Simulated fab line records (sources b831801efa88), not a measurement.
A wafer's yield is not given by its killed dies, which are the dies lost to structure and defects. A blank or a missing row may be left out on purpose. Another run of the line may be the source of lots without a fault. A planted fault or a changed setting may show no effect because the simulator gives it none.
fab line records    flow gf180mcu    part 2 of 2: steps 27 to 35 of 35
record lots=5  wafers=15  last-day=34
route steps=602 shown M2@378 V2@382 M3@409
lots that met no fault: taken from a fault-free run of the same line
start-h: start of the lot's first displayed wafer, in hours after the record's first day    wait-h: hours since the lot's step before    " same as the row above    L1.1+2: several wafers, shown together as one row    - no value, or no start was given    * or withheld: withheld    < > ~ a bound
route shown NAME@n: NAME is a module with steps in the file, n the number in the route of the first one    usual: average and standard deviation across the fault-free wafers    same: alike in all rows    chamber/n: place in a boat    sites: the reading at each site    _std_site: how widely they spread, as a standard deviation    _edge_site: outer sites' mean less inner sites'    radius-mm: for every site, how far away it sits from the centre of the wafer    mask NAME#n: copy n    behind: the most recent tool/chamber to have shaped the wafer    hold: why the lot was held/for how many hours/how that ended    device: transistor that didn't switch, given as n, p or np    end of line: at the end of the route, the tests of the same wafers    a step given without rows: its recipe and nothing more    killed: not the wafer's yield, but the dies lost to structure and defects at the first sort    map: a wafer's dies, x killed, . not, _ none there
set.NAME: the run value of the setting; set.NAME@STEP: its run value at that earlier step    model.NAME: the simulator's own value behind a step, which no gauge read
lots at selected steps of the route; one table per step, one row per wafer
services: a tool's chamber out of use, with start hour (start-h, from the record's first day; less than 0 if before it), hours out, and reason
## steps
# step GF_V2_SPUTTER_22
# recipe material=TiN  target-thk-nm=10  chamber-pressure-pa=5  power-w=4000  time-s=40
# usual throttle-valve-pct=30.5/1.6
# same time-s=40
lot.wafer  tool            chamber  start-h  wait-h  throttle-valve-pct
L078.1     pvd-sputter-04  -        499.64   0.0     30.8
L078.4     "               -        "        "       31.2
L078.5     "               -        "        "       31.3
L079.1     pvd-sputter-04  -        508.64   0.0     30.7
L079.3     "               -        "        "       31.0
L079.5     "               -        "        "       28.0
L088.1     pvd-sputter-02  -        585.92   0.0     30.1
L088.3     "               -        "        "       28.8
L088.5     "               -        "        "       31.3
L090.2     pvd-sputter-03  -        602.96   0.0     32.8
L090.4     "               -        "        "       27.9
L090.5     "               -        "        "       27.6
L095.2     pvd-sputter-03  -        636.36   0.0     27.5
L095.5     "               -        "        "       30.0
L095.6     "               -        "        "       32.5
# step GF_V2_CVD_23
# recipe material=W  target-thk-nm=350  time-s=104.94  temp-c=400  pressure-torr=40
# usual heater-power-w=898/57
# same time-s=104.94
lot.wafer  tool      chamber  start-h  wait-h  heater-power-w
L078.1     cvd-w-01  1        499.67   0.0     831
L078.4     "         1        "        "       861
L078.5     "         0        "        "       981
L079.1     cvd-w-01  1        508.68   0.0     866
L079.3     "         1        "        "       877
L079.5     "         1        "        "       860
L088.1     cvd-w-02  1        585.95   0.0     870
L088.3     "         1        "        "       872
L088.5     "         0        "        "       899
L090.2     cvd-w-01  0        603.00   0.0     1014
L090.4     "         0        "        "       997
L090.5     "         0        "        "       1027
L095.2     cvd-w-02  1        636.40   0.0     867
L095.5     "         1        "        "       866
L095.6     "         0        "        "       900
# step GF_V2_RS_MEAS_24
# recipe thk-meas-gauge=four-point-probe  reads=W_of_V2_CVD_23+TiN_of_V2_SPUTTER_22+Ti_of_V2_SPUTTER_21
# usual V2_W_RS=0.329/0.0035
lot.wafer  tool           chamber  start-h  wait-h  V2_W_RS[ohm/sq]
L078.1     film-metro-04  -        499.79   0.1     0.330
L078.4     "              -        "        "       0.328
L078.5     "              -        "        "       0.329
L079.1     film-metro-03  -        508.80   0.1     0.329
L079.3     "              -        "        "       0.331
L079.5     "              -        "        "       0.330
L088.1     film-metro-04  -        586.07   0.1     0.333
L088.3     "              -        "        "       0.331
L088.5     "              -        "        "       0.332
L090.2     film-metro-01  -        603.13   0.1     0.328
L090.4     "              -        "        "       0.327
L090.5     "              -        "        "       0.327
L095.2     film-metro-01  -        636.53   0.1     0.331
L095.5     "              -        "        "       0.326
L095.6     "              -        "        "       0.330
# step GF_V2_THK_MEAS_25
# recipe thk-meas-gauge=xrf  reads=W_of_V2_CVD_23
# usual V2_W_THK=348/4.8
lot.wafer  tool           chamber  start-h  wait-h  V2_W_THK[nm]
L078.1     film-metro-04  -        499.91   0.1     345
L078.4     "              -        "        "       347
L078.5     "              -        "        "       348
L079.1     film-metro-03  -        508.92   0.1     348
L079.3     "              -        "        "       347
L079.5     "              -        "        "       347
L088.1     film-metro-04  -        586.19   0.1     341
L088.3     "              -        "        "       343
L088.5     "              -        "        "       342
L090.2     film-metro-01  -        603.24   0.1     347
L090.4     "              -        "        "       351
L090.5     "              -        "        "       351
L095.2     film-metro-01  -        636.64   0.1     345
L095.5     "              -        "        "       349
L095.6     "              -        "        "       347
# step GF_V2_CMP_26
# recipe stop-on=SiO2  down-force-psi=3.5  platen-rpm=60  t-overpolish-s=15  target-thk-nm=0  pad-velocity-m-s=0.94248
# usual motor-current-A=11.5/1.2  overpolish-run-s=15.000/0.01  time-to-endpoint-s=84/4.7
lot.wafer  tool    chamber  start-h  wait-h  motor-current-A  overpolish-run-s  time-to-endpoint-s
L078.4     cmp-01  2        500.02   0.1     12.6             15.004            84
L078.1     "       0        "        "       11.1             14.991            88
L078.5     "       1        "        "       12.3             14.998            93
L079.3     cmp-02  2        509.08   0.1     9.0              15.009            90
L079.1     "       3        "        "       11.1             15.002            91
L079.5     "       0        "        "       11.0             15.003            84
L088.1     cmp-02  1        586.25   0.1     11.3             14.999            82
L088.3     "       0        "        "       11.1             14.993            85
L088.5     "       1        "        "       11.7             15.008            83
L090.2     cmp-01  2        603.29   0.0     13.0             14.993            75
L090.4     "       3        "        "       12.7             14.998            81
L090.5     "       2        "        "       12.7             15.026            78
L095.2     cmp-01  2        636.74   0.1     13.3             14.986            74
L095.6     "       1        "        "       12.0             14.996            77
L095.5     "       2        "        "       12.4             15.005            74
# step GF_M3_SPUTTER_00
# recipe material=Ti  target-thk-nm=37.5  arriving-ion-energy-ev=80  substrate-temp-c=200  chamber-pressure-pa=2  power-w=4000  time-s=150
# usual throttle-valve-pct=30.1/1.4
# same time-s=150
lot.wafer  tool            chamber  start-h  wait-h  throttle-valve-pct
L078.1     pvd-sputter-02  -        500.27   0.1     31.6
L078.4     "               -        "        "       28.9
L078.5     "               -        "        "       29.0
L079.1     pvd-sputter-02  -        509.28   0.1     30.0
L079.3     "               -        "        "       31.6
L079.5     "               -        "        "       31.4
L088.1     pvd-sputter-03  -        586.55   0.2     31.8
L088.3     "               -        "        "       29.9
L088.5     "               -        "        "       27.4
L090.2     pvd-sputter-01  -        603.59   0.2     29.2
L090.4     "               -        "        "       28.9
L090.5     "               -        "        "       28.5
L095.2     pvd-sputter-02  -        636.99   0.2     28.8
L095.5     "               -        "        "       31.2
L095.6     "               -        "        "       30.1
# step GF_M3_SPUTTER_01
# recipe material=TiN  target-thk-nm=30  power-w=6500  time-s=25  chamber-pressure-pa=0.4
# usual throttle-valve-pct=30.1/1.4
# same time-s=25
lot.wafer  tool            chamber  start-h  wait-h  throttle-valve-pct
L078.1     pvd-sputter-02  -        500.37   0.1     31.6
L078.4     "               -        "        "       29.0
L078.5     "               -        "        "       29.0
L079.1     pvd-sputter-02  -        509.38   0.1     30.1
L079.3     "               -        "        "       31.4
L079.5     "               -        "        "       31.2
L088.1     pvd-sputter-03  -        586.65   0.1     31.6
L088.3     "               -        "        "       30.3
L088.5     "               -        "        "       27.4
L090.2     pvd-sputter-01  -        603.69   0.1     29.2
L090.4     "               -        "        "       29.1
L090.5     "               -        "        "       28.4
L095.2     pvd-sputter-02  -        637.09   0.1     29.3
L095.5     "               -        "        "       31.2
L095.6     "               -        "        "       30.0
# step GF_M3_SPUTTER_02
# recipe material=AlCu  target-thk-nm=450  power-w=10600  time-s=23.9  chamber-pressure-pa=0.4
# usual throttle-valve-pct=30.1/1.4
# same time-s=23.9
lot.wafer  tool            chamber  start-h  wait-h  throttle-valve-pct
L078.1     pvd-sputter-02  -        500.40   0.0     31.4
L078.4     "               -        "        "       29.0
L078.5     "               -        "        "       28.9
L079.1     pvd-sputter-02  -        509.41   0.0     30.2
L079.3     "               -        "        "       31.2
L079.5     "               -        "        "       31.3
L088.1     pvd-sputter-03  -        586.68   0.0     32.0
L088.3     "               -        "        "       30.1
L088.5     "               -        "        "       27.8
L090.2     pvd-sputter-01  -        603.72   0.0     29.0
L090.4     "               -        "        "       29.1
L090.5     "               -        "        "       28.4
L095.2     pvd-sputter-02  -        637.12   0.0     29.0
L095.5     "               -        "        "       31.1
L095.6     "               -        "        "       30.0
# step GF_M3_SPUTTER_03
# recipe material=Ti  target-thk-nm=10  substrate-temp-c=300  chamber-pressure-pa=0.3  power-w=3000  time-s=6.7
# usual throttle-valve-pct=30.1/1.4
# same time-s=6.7
lot.wafer  tool            chamber  start-h  wait-h  throttle-valve-pct
L078.1     pvd-sputter-02  -        500.43   0.0     31.7
L078.4     "               -        "        "       28.9
L078.5     "               -        "        "       28.8
L079.1     pvd-sputter-02  -        509.44   0.0     30.0
L079.3     "               -        "        "       31.6
L079.5     "               -        "        "       31.4
L088.1     pvd-sputter-03  -        586.71   0.0     31.8
L088.3     "               -        "        "       29.9
L088.5     "               -        "        "       27.6
L090.2     pvd-sputter-01  -        603.75   0.0     29.5
L090.4     "               -        "        "       29.2
L090.5     "               -        "        "       28.6
L095.2     pvd-sputter-02  -        637.15   0.0     29.1
L095.5     "               -        "        "       31.5
L095.6     "               -        "        "       29.9
## services
tool             chamber  start-h  hours  kind
cmp-02           -        450.09   5.6    repair
pvd-sputter-01   -        450.34   9.0    repair
pvd-sputter-03   -        453.06   13.1   repair
krf-scanner-01   -        455.76   4.0    pm
pvd-sputter-01   -        456.40   1.1    repair
krf-scanner-01   -        462.51   0.2    repair
krf-scanner-01   -        481.28   0.8    pm
rie-diel-01      -        482.46   2.8    pm
krf-scanner-01   -        507.13   36.6   repair
pvd-sputter-03   -        520.81   3.6    repair
rie-diel-01      -        543.56   0.7    repair
wet-bench-04     -        546.82   0.7    repair
plasma-asher-04  -        550.29   3.8    repair
krf-scanner-01   -        551.64   1.3    pm
krf-scanner-01   -        555.03   1.0    pm
cmp-01           -        561.55   9.4    pm
cmp-01           -        570.90   4.7    pm
cmp-02           -        572.39   4.0    pm
rie-diel-01      3        575.70   7.0    repair
rie-diel-01      1        583.02   17.3   repair
rie-diel-01      -        587.02   0.4    repair
rie-diel-01      0        591.04   7.9    repair
cmp-02           -        591.66   0.7    repair
pvd-sputter-02   -        593.06   27.1   repair
